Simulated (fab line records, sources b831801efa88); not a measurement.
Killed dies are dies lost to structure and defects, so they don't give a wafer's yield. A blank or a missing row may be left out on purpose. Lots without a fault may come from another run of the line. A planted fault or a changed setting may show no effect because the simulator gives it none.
fab line records | flow sky130
record lots=10 wafers=30 last_day=50
route steps=708 shown METAL2@503 VIA2@521 METAL3@535 PAD_OPEN@708
lots that met no fault: from a run of the same line without faults
start_h: hours from the record's first day to the start of the lot's first wafer shown | wait_h: hours since the lot's step before | " the same as in the row above | L1.1+2: a row that stands for several wafers | - no value, or no start given | * or withheld: withheld | < > ~ a bound
route shown NAME@n: a module of which the file shows steps, and the number in the route of the first | usual: mean/standard deviation of fault-free wafers | same: alike in all rows | chamber/n: place in a boat | sites: the reading at each site | _std_site: their standard deviation | _edge_site: outer sites' mean less inner sites' | radius_mm: how far each site lies from the wafer's centre | mask NAME#n: copy n | behind: the tool/chamber that last shaped the wafer | hold: why the lot was held/for how many hours/how that ended | device: the transistor (n, p or np) that didn't switch | end of line: the same wafers' tests at the end of the route | a step without rows: its recipe alone | killed: dies lost to structure and defects at the first sort, not the wafer's yield | map: a wafer's dies, x killed, . not, _ none there
set.NAME: the setting as run; set.NAME@STEP: as run at that earlier step | model.NAME: the simulator's own value behind a step, which no gauge read
steps of the route over a sample of lots; a table a step, a row a wafer
services: from which hour (start_h, from the record's first day; less than 0 if before it) a tool's chamber was out of use, for how many hours, and why
## steps
# step SKY_METAL2_STRIP_20
# recipe chemistry=O2/N2 power_w=1400 pressure_mtorr=1500 platen_temp_c=withheld o2_flow_sccm=3000 n2_flow_sccm=300 overash_fraction=0.5
# usual drypump_motor_current_A=5.7/0.53 n2_flow_sccm=300.0/0.82 oes_product_au=0.344/0.0046 strip_time_to_endpoint_s=2.71/0.038
# columns lot.wafer tool chamber start_h wait_h drypump_motor_current_A n2_flow_sccm oes_product_au rf_hours_counter_h strip_time_to_endpoint_s
L452.1 plasma_asher-02 0 811.40 0.1 6.0 298.5 0.341 38 2.71
L452.2 " 1 " " 5.1 300.3 0.340 38 2.73
L452.3 " 1 " " 5.1 300.3 0.344 - 2.68
L455.1 plasma_asher-04 1 860.13 0.1 5.2 301.6 0.341 106 2.70
L455.3 " 0 " " 6.1 301.4 0.345 - 2.73
L455.6 " 0 " " 6.1 301.5 0.343 - 2.76
L456.2 plasma_asher-04 1 862.75 0.1 5.2 300.5 0.342 106 2.73
L456.4 " 0 " " 6.1 299.7 0.349 - 2.71
L456.6 " 0 " " 6.1 299.0 0.345 - 2.73
L461.1 plasma_asher-02 1 883.58 0.1 5.1 300.2 0.346 45 2.65
L461.4 " 0 " " 6.1 300.7 0.349 - 2.66
L461.5 " 0 " " 6.0 299.8 0.340 - 2.67
L463.1 plasma_asher-02 0 909.40 0.1 6.0 300.5 0.350 47 2.72
L463.4 " 0 " " 6.0 300.8 0.348 - 2.70
L463.5 " 1 " " 5.1 300.2 0.340 - 2.66
L464.4 plasma_asher-04 0 920.32 0.1 6.1 300.7 0.347 - 2.70
L464.5 " 1 " " 5.1 301.3 0.341 - 2.70
L464.6 " 0 " " 6.1 300.8 0.347 - 2.71
L465.1 plasma_asher-02 0 922.73 0.1 6.1 298.7 0.345 49 2.72
L465.2 " 1 " " 5.1 300.1 0.347 49 2.74
L465.3 " 0 " " 6.1 299.2 0.340 - 2.75
L473.2 plasma_asher-04 1 970.83 0.1 5.2 300.0 0.345 117 2.73
L473.5 " 1 " " 5.2 300.6 0.333 - 2.68
L473.6 " 0 " " 6.1 301.2 0.347 - 2.74
L472.3 plasma_asher-02 0 971.81 0.1 6.1 299.9 0.341 - 2.75
L472.5 " 0 " " 6.1 299.4 0.344 - 2.74
L472.6 " 1 " " 5.1 300.2 0.341 - 2.77
L474.1 plasma_asher-02 1 975.78 0.1 5.1 299.4 0.346 53 2.75
L474.2 " 0 " " 6.1 299.5 0.348 53 2.68
L474.5 " 1 " " 5.1 299.8 0.352 - 2.73
# step SKY_VIA2_ETCH_14
# recipe chemistry=N2/H2 target=BARC ion_energy_ev=200 source_w=500 bias_w=100 pressure_mtorr=30 n2_flow_sccm=100 h2_flow_sccm=200 stop_on=SiO2 time_s=45.9 target_depth_a=600
# usual bias_w=100.04/0.3 chamber_pressure_mTorr=29.997/0.027 drypump_motor_current_A=5.9/0.39 n2_flow_sccm=100.06/0.3 oes_product_au=0.854/0.0046 throttle_valve_pct=13.224/0.0093
# columns lot.wafer tool chamber start_h wait_h bias_w chamber_pressure_mTorr drypump_motor_current_A n2_flow_sccm oes_product_au rf_hours_counter_h throttle_valve_pct
L452.1 rie_diel-04 3 838.41 0.0 100.11 29.997 6.6 100.26 0.852 6 13.231
L452.2 " 0 " " 99.85 30.008 6.4 100.39 0.861 1 13.211
L452.3 " 1 " " 99.90 29.974 6.2 100.05 0.857 6 13.227
L455.1 rie_diel-01 2 887.56 0.0 100.22 30.030 5.8 99.62 0.857 9 13.236
L455.3 " 3 " " 99.64 29.971 6.1 100.11 0.850 10 13.226
L455.6 " 0 " " 99.58 30.001 6.0 99.74 0.850 - 13.224
L456.2 rie_diel-03 1 890.18 0.0 100.62 29.983 5.6 100.06 0.860 24 13.242
L456.4 " 3 " " 99.96 30.004 5.9 100.21 0.851 17 13.233
L456.6 " 1 " " 100.18 30.027 5.6 100.02 0.849 - 13.227
L461.1 rie_diel-01 0 910.46 0.0 100.67 30.042 6.0 100.00 0.854 12 13.223
L461.4 " 2 " " 100.02 30.037 5.8 100.68 0.852 11 13.239
L461.5 " 3 " " 100.07 30.008 6.1 99.45 0.853 - 13.225
L463.1 rie_diel-04 3 935.61 0.0 100.08 30.000 6.6 100.06 0.856 8 13.236
L463.4 " 1 " " 99.83 29.991 6.2 99.78 0.851 9 13.214
L463.5 " 2 " " 100.07 30.016 5.7 99.80 0.857 - 13.216
L464.4 rie_diel-03 3 945.25 0.0 99.94 29.968 6.0 99.98 0.852 - 13.232
L464.5 " 2 " " 100.04 30.002 5.4 100.24 0.846 - 13.233
L464.6 " 1 " " 99.93 30.033 5.6 100.20 0.856 - 13.218
L465.1 rie_diel-01 3 948.35 0.0 100.29 30.044 6.1 100.46 0.858 13 13.237
L465.2 " 1 " " 100.11 30.000 5.0 100.09 0.864 27 13.232
L465.3 " 0 " " 99.75 30.004 6.0 100.55 0.852 13 13.228
L473.2 rie_diel-01 2 995.25 0.0 - - - - - - -
L473.5 " 2 " " - - - - - - -
L473.6 " 0 " " - - - - - - -
L472.3 rie_diel-01 0 996.46 0.0 - - - - - - -
L472.5 " 2 " " - - - - - - -
L472.6 " 3 " " - - - - - - -
L474.1 rie_diel-01 0 999.91 0.0 - - - - - - -
L474.2 " 2 " " - - - - - - -
L474.5 " 2 " " - - - - - - -
# step SKY_VIA2_ETCH_15
# recipe target=SiO2 chemistry=C4F8/O2/Ar target_depth_nm=546 stop_on=TiN mask_material=KrF-thick source_w=1500 bias_w=1200 pressure_mtorr=40 c4f8_flow_sccm=withheld O2_flow_sccm=6 Ar_flow_sccm=300 time_s=84
# usual bias_w=1201/3.6 chamber_pressure_mTorr=40.00/0.038 oes_product_au=0.941/0.0047
# columns lot.wafer tool chamber start_h wait_h bias_w chamber_pressure_mTorr oes_product_au rf_hours_counter_h
L452.1 rie_diel-04 3 838.45 0.0 1203 39.99 0.947 6
L452.2 " 0 " " 1201 40.00 0.936 1
L452.3 " 1 " " 1200 39.98 0.943 6
L455.1 rie_diel-01 2 887.60 0.0 1197 39.92 0.944 9
L455.3 " 3 " " 1197 40.02 0.946 10
L455.6 " 0 " " 1205 40.03 0.942 -
L456.2 rie_diel-03 1 890.23 0.0 1200 40.00 0.944 25
L456.4 " 3 " " 1198 39.93 0.934 17
L456.6 " 1 " " 1200 40.04 0.942 -
L461.1 rie_diel-01 0 910.50 0.0 1199 40.00 0.939 12
L461.4 " 2 " " 1204 39.90 0.939 11
L461.5 " 3 " " 1202 40.02 0.940 -
L463.1 rie_diel-04 3 935.65 0.0 1206 39.98 0.936 8
L463.4 " 1 " " 1209 39.97 0.949 9
L463.5 " 2 " " 1200 39.93 0.934 -
L464.4 rie_diel-03 3 945.31 0.0 1205 39.96 0.937 -
L464.5 " 2 " " 1201 39.96 0.931 -
L464.6 " 1 " " 1204 40.02 0.934 -
L465.1 rie_diel-01 3 948.39 0.0 1207 40.01 0.943 13
L465.2 " 1 " " 1204 40.02 0.943 27
L465.3 " 0 " " 1201 39.98 0.940 13
L473.2 rie_diel-01 2 995.29 0.0 1208 40.02 0.382 13
L473.5 " 2 " " 1197 40.00 0.382 -
L473.6 " 0 " " 1202 40.05 0.387 -
L472.3 rie_diel-01 0 996.50 0.0 1202 40.04 0.375 15
L472.5 " 2 " " 1205 40.03 0.372 -
L472.6 " 3 " " 1198 40.05 0.367 -
L474.1 rie_diel-01 0 999.95 0.0 1203 40.04 0.373 15
L474.2 " 2 " " 1199 39.98 0.379 13
L474.5 " 2 " " 1202 40.01 0.383 -
# step SKY_VIA2_STRIP_16
# recipe chemistry=O2/N2 power_w=1400 pressure_mtorr=1500 platen_temp_c=withheld o2_flow_sccm=3000 n2_flow_sccm=300 overash_fraction=0.5
# usual drypump_motor_current_A=5.8/0.6 n2_flow_sccm=300.1/0.88 oes_product_au=0.399/0.0048 strip_time_to_endpoint_s=4.065/0.026
# columns lot.wafer tool chamber start_h wait_h drypump_motor_current_A n2_flow_sccm oes_product_au rf_hours_counter_h strip_time_to_endpoint_s
L452.1 plasma_asher-02 1 838.52 0.0 5.1 300.4 0.393 41 4.039
L452.2 " 0 " " 6.0 299.5 0.404 41 4.093
L452.3 " 1 " " 5.1 299.1 0.395 - 4.082
L455.1 plasma_asher-02 0 887.67 0.0 6.0 299.3 0.397 45 4.075
L455.3 " 0 " " 6.0 299.7 0.403 - 4.082
L455.6 " 1 " " 5.1 300.5 0.400 - 4.104
L456.2 plasma_asher-02 1 890.29 0.0 5.1 300.2 0.399 46 4.082
L456.4 " 1 " " 5.1 299.6 0.399 - 4.038
L456.6 " 0 " " 6.0 298.9 0.401 - 4.057
L461.1 plasma_asher-01 1 910.57 0.0 6.6 301.2 0.390 16 4.072
L461.4 " 1 " " 6.6 300.0 0.399 - 4.033
L461.5 " 0 " " 5.3 301.9 0.393 - 4.076
L463.1 plasma_asher-01 0 935.72 0.0 5.3 300.5 0.406 18 4.041
L463.4 " 1 " " 6.6 299.2 0.401 - 4.056
L463.5 " 0 " " 5.3 300.0 0.399 - 4.038
L464.4 plasma_asher-02 1 945.37 0.0 5.1 300.3 0.394 - 4.030
L464.5 " 0 " " 6.1 301.8 0.400 - 4.047
L464.6 " 1 " " 5.1 300.9 0.393 - 4.039
L465.1 plasma_asher-03 1 948.45 0.0 6.5 301.2 0.389 81 4.040
L465.2 " 0 " " 5.2 300.1 0.391 81 4.073
L465.3 " 1 " " 6.5 300.6 0.398 - 4.064
L473.2 plasma_asher-02 1 995.35 0.0 5.2 299.8 0.411 55 4.530
L473.5 " 1 " " 5.2 299.2 0.418 - 4.516
L473.6 " 0 " " 6.1 300.7 0.419 - 4.528
L472.3 plasma_asher-03 0 996.60 0.1 5.2 298.4 0.421 - 4.527
L472.5 " 0 " " 5.2 299.6 0.425 - 4.530
L472.6 " 1 " " 6.5 300.0 0.423 - 4.530
L474.1 plasma_asher-03 0 1000.02 0.0 5.2 300.4 0.430 87 4.514
L474.2 " 1 " " 6.5 299.3 0.415 87 4.487
L474.5 " 1 " " 6.6 300.0 0.419 - 4.531
# step SKY_METAL3_SPUTTER_03
# recipe material=Ti target_thk_nm=5 power_w=3000 time_s=3.3 chamber_pressure_pa=0.4
# usual throttle_valve_pct=30.3/0.98
# columns lot.wafer tool chamber start_h wait_h throttle_valve_pct
L452.1 pvd_sputter-01 - 839.87 0.0 30.1
L452.2 " - " " 30.1
L452.3 " - " " 29.7
L455.1 pvd_sputter-01 - 889.05 0.0 30.2
L455.3 " - " " 31.1
L455.6 " - " " 31.0
L456.2 pvd_sputter-02 - 891.65 0.0 31.0
L456.4 " - " " 28.8
L456.6 " - " " 28.6
L461.1 pvd_sputter-04 - 911.92 0.0 32.4
L461.4 " - " " 30.4
L461.5 " - " " 31.4
L463.1 pvd_sputter-01 - 937.08 0.0 30.0
L463.4 " - " " 30.4
L463.5 " - " " 31.2
L464.4 pvd_sputter-04 - 946.70 0.0 30.3
L464.5 " - " " 28.7
L464.6 " - " " 31.4
L465.1 pvd_sputter-04 - 949.84 0.0 30.1
L465.2 " - " " 31.3
L465.3 " - " " 28.6
# step SKY_PAD_OPEN_PROBE_99
# usual defect_limited_yield=82.7/2.1 killed_at_M0_to_M3=43/7.2 killed_at_M4_up=3.3/1.8 killed_at_contacts=23/5.5 killed_at_front_end=16/5.1 killed_at_other=0.4/0.65 killed_dies=85/10 killed_on_rim=17/4.3 killed_open=46/7.1 killed_short=38/7.2 sort_bin_3_pad_short=0.9/0.41 sort_bin_5_function=10.2/1.5 sort_bin_6_memory=6.2/1.1 sort_n_pass=407/10 sort_yield_pct=82.7/2.1
# same gross_dies=492 killed_at_back_side=0 sort_bin_4_leakage[%]=0 sort_bin_8_speed[%]=0
# columns lot.wafer tool chamber start_h wait_h defect_limited_yield[%] killed_at_M0_to_M3 killed_at_M4_up killed_at_contacts killed_at_front_end killed_at_other killed_dies killed_on_rim killed_open killed_short sort_bin_3_pad_short[%] sort_bin_5_function[%] sort_bin_6_memory[%] sort_n_pass sort_yield_pct[%]
L461.1 prober-02 - 1122.98 0.1 80.5 41 3 26 24 2 96 14 49 46 1.0 12.2 6.3 396 80.5
L461.4 prober-02 - 1123.13 0.2 82.3 31 7 22 26 1 87 14 50 34 0.8 9.3 7.5 405 82.3
L461.5 prober-02 - 1123.18 0.2 81.9 43 2 22 22 0 89 22 42 44 0.8 11.0 6.3 403 81.9
L464.4 prober-01 - 1150.52 0.2 83.9 42 3 20 13 1 79 12 31 48 1.6 8.3 6.1 413 83.9
L464.5 prober-01 - 1150.57 0.2 80.7 42 3 24 25 1 95 14 51 43 1.2 12.0 6.1 397 80.7
L464.6 prober-01 - 1150.62 0.2 81.5 48 1 27 15 0 91 16 47 43 0.6 10.2 7.7 401 81.5
L473.2 prober-01 - 1187.50 0.1 0 454 3 21 14 0 492 96 38 34 0.6 94.7 4.7 0 0
L473.5 prober-01 - 1187.65 0.2 0 450 5 22 15 0 492 96 52 29 0.6 94.1 5.3 0 0
L473.6 prober-01 - 1187.70 0.2 0 459 2 17 14 0 492 96 39 41 1.2 92.9 5.9 0 0
L472.3 prober-02 - 1189.45 0.2 0 433 4 33 22 0 492 96 53 39 0.8 91.5 7.7 0 0
L472.5 prober-02 - 1189.55 0.2 0 444 4 25 19 0 492 96 65 44 1.6 89.8 8.5 0 0
L472.6 prober-02 - 1189.60 0.2 0 439 3 34 16 0 492 96 70 32 1.2 91.1 7.7 0 0
L474.1 prober-01 - 1191.76 0.1 0 448 2 29 13 0 492 96 59 36 1.2 92.9 5.9 0 0
L474.2 prober-01 - 1191.81 0.1 0 443 3 22 23 1 492 96 51 33 1.0 93.1 5.9 0 0
L474.5 prober-01 - 1191.96 0.2 0 447 3 26 16 0 492 96 45 54 1.0 91.1 7.9 0 0
# killed by level:class
L461.1 LI_CONTACT:geometric_particle:open=11 VIA1:geometric_particle:open=10 METAL1:geometric_particle:short=7 VIA3:geometric_particle:open=6 CONTACT:geometric_particle:open=6 POLY_GATE:geometric_particle:open=5 LOCAL_INTERCONNECT:geometric_particle:short=5 POLY_GATE:geometric_particle:short=4
L461.4 CONTACT:geometric_particle:open=11 FIELD_ISO:geometric_particle:short=9 VIA3:geometric_particle:open=9 LI_CONTACT:geometric_particle:open=7 VIA1:geometric_particle:open=6 FIELD_ISO:geometric_particle:open=5 METAL2:geometric_particle:short=5 VIA2:geometric_particle:short=4
L461.5 LI_CONTACT:geometric_particle:open=8 VIA1:geometric_particle:open=8 METAL2:geometric_particle:short=7 VIA2:geometric_particle:open=7 FIELD_ISO:geometric_particle:short=6 POLY_GATE:geometric_particle:short=5 LOCAL_INTERCONNECT:geometric_particle:short=5 FIELD_ISO:geometric_particle:open=4
L464.4 METAL2:geometric_particle:short=10 LOCAL_INTERCONNECT:geometric_particle:short=7 VIA1:geometric_particle:open=7 LI_CONTACT:geometric_particle:open=5 CONTACT:geometric_particle:open=5 VIA2:geometric_particle:short=5 METAL1:geometric_particle:short=4 VIA2:geometric_particle:open=4
L464.5 CONTACT:geometric_particle:open=11 VIA1:geometric_particle:open=10 FIELD_ISO:geometric_particle:short=9 VIA3:geometric_particle:open=6 METAL1:geometric_particle:short=6 POLY_GATE:geometric_particle:open=5 LOCAL_INTERCONNECT:geometric_particle:short=5 VIA3:geometric_particle:short=5
L464.6 LI_CONTACT:geometric_particle:open=8 VIA2:geometric_particle:open=8 FIELD_ISO:geometric_particle:open=7 CONTACT:geometric_particle:short=7 METAL1:geometric_particle:short=7 VIA1:geometric_particle:open=6 FIELD_ISO:geometric_particle:short=5 CONTACT:geometric_particle:open=5
L473.2 VIA2:area_etch=420 VIA1:geometric_particle:open=10 POLY_GATE:geometric_particle:short=7 LI_CONTACT:geometric_particle:open=7 CONTACT:geometric_particle:open=6 VIA1:geometric_particle:short=5 LOCAL_INTERCONNECT:geometric_particle:short=4 CONTACT:geometric_particle:short=4
L473.5 VIA2:area_etch=411 VIA1:geometric_particle:open=14 METAL2:geometric_particle:short=7 POLY_GATE:geometric_particle:open=6 CONTACT:geometric_particle:open=6 VIA3:geometric_particle:open=6 LI_CONTACT:geometric_particle:open=5 CONTACT:geometric_particle:short=4
L473.6 VIA2:area_etch=410 VIA1:geometric_particle:open=13 METAL1:geometric_particle:short=8 VIA1:geometric_particle:short=6 VIA3:geometric_particle:open=6 VIA2:geometric_particle:open=5 CONTACT:geometric_particle:open=5 FIELD_ISO:geometric_particle:short=4
L472.3 VIA2:area_etch=399 LI_CONTACT:geometric_particle:open=10 CONTACT:geometric_particle:open=10 FIELD_ISO:geometric_particle:open=8 VIA2:geometric_particle:open=8 LOCAL_INTERCONNECT:geometric_particle:short=6 CONTACT:geometric_particle:short=6 POLY_GATE:geometric_particle:open=5
L472.5 VIA2:area_etch=381 VIA1:geometric_particle:open=18 VIA3:geometric_particle:open=12 LI_CONTACT:geometric_particle:open=9 CONTACT:geometric_particle:open=9 POLY_GATE:geometric_particle:short=7 METAL2:geometric_particle:short=6 METAL1:geometric_particle:short=5
L472.6 VIA2:area_etch=390 VIA1:geometric_particle:open=15 CONTACT:geometric_particle:open=14 LI_CONTACT:geometric_particle:open=12 FIELD_ISO:geometric_particle:open=8 METAL1:geometric_particle:short=8 VIA3:geometric_particle:open=5 VIA2:geometric_particle:open=5
L474.1 VIA2:area_etch=397 VIA1:geometric_particle:open=16 CONTACT:geometric_particle:open=11 LI_CONTACT:geometric_particle:open=9 VIA3:geometric_particle:open=7 VIA2:geometric_particle:open=5 METAL2:geometric_particle:short=5 FIELD_ISO:geometric_particle:open=4
L474.2 VIA2:area_etch=407 VIA1:geometric_particle:open=10 VIA2:geometric_particle:open=9 POLY_GATE:geometric_particle:open=8 CONTACT:geometric_particle:open=7 LI_CONTACT:geometric_particle:open=6 FIELD_ISO:geometric_particle:short=5 VIA3:geometric_particle:open=5
L474.5 VIA2:area_etch=393 METAL1:geometric_particle:short=13 VIA1:geometric_particle:open=12 CONTACT:geometric_particle:open=7 LOCAL_INTERCONNECT:geometric_particle:short=6 METAL2:geometric_particle:short=6 LI_CONTACT:geometric_particle:short=5 VIA3:geometric_particle:open=5
## services
# columns tool chamber start_h hours kind
plasma_asher-04 - 793.98 1.0 repair
rie_diel-04 3 823.25 2.8 repair
rie_diel-04 2 825.06 14.3 repair
rie_diel-01 1 832.77 18.1 repair
rie_diel-01 - 837.55 4.0 pm
rie_diel-04 1 840.37 1.3 repair
rie_diel-01 - 842.88 15.6 pm
plasma_asher-04 - 846.12 0.6 repair
rie_diel-04 2 865.47 2.0 repair
rie_diel-03 1 874.19 2.0 repair
rie_diel-01 0 888.72 12.8 repair
plasma_asher-02 - 895.01 2.8 pm
rie_diel-01 3 903.81 2.4 repair
rie_diel-01 1 912.42 3.0 repair
rie_diel-01 1 916.68 2.7 repair
plasma_asher-02 - 918.88 0.4 repair
plasma_asher-02 - 928.85 5.6 repair
rie_diel-01 2 930.07 5.0 repair
rie_diel-01 1 936.56 8.7 repair
rie_diel-03 - 954.90 4.3 pm
rie_diel-04 0 958.98 14.2 repair
rie_diel-01 2 965.75 3.7 repair
plasma_asher-04 - 980.56 2.8 pm
plasma_asher-02 - 987.78 3.6 repair
## key
first_sign step=SKY_VIA2_ETCH_14 reading=tool_record direction=missing
effect step=SKY_VIA2_ETCH_15 reading=oes_product_au direction=down sigmas=99+ usual=0.941 struck=0.378
effect step=SKY_VIA2_STRIP_16 reading=strip_time_to_endpoint_s direction=up sigmas=17 usual=* struck=*
effect step=SKY_PAD_OPEN_PROBE_99 reading=killed_at_M0_to_M3 direction=up sigmas=56 usual=43 struck=446
more_kills_born_at SKY_VIA2_ETCH_14@rie_diel-01=3608
met_at SKY_VIA2_ETCH_14
struck_lots L472,L473,L474
later_rows_left_out L472.3,L472.5,L472.6,L473.2,L473.5,L473.6,L474.1,L474.2,L474.5
not_acting_at SKY_METAL2_STRIP_20,SKY_METAL3_SPUTTER_03
onset_between 948.35 995.25
fault kind=skipped_step_whole tool=rie_diel-01 chamber=- onset_h=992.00 steps=SKY_VIA2_ETCH_14 scope=struck_lots_only
# later_rows_left_out: the simulator's readings of these wafers behind a module that went badly wrong aren't trusted and aren't shown, but for the sort
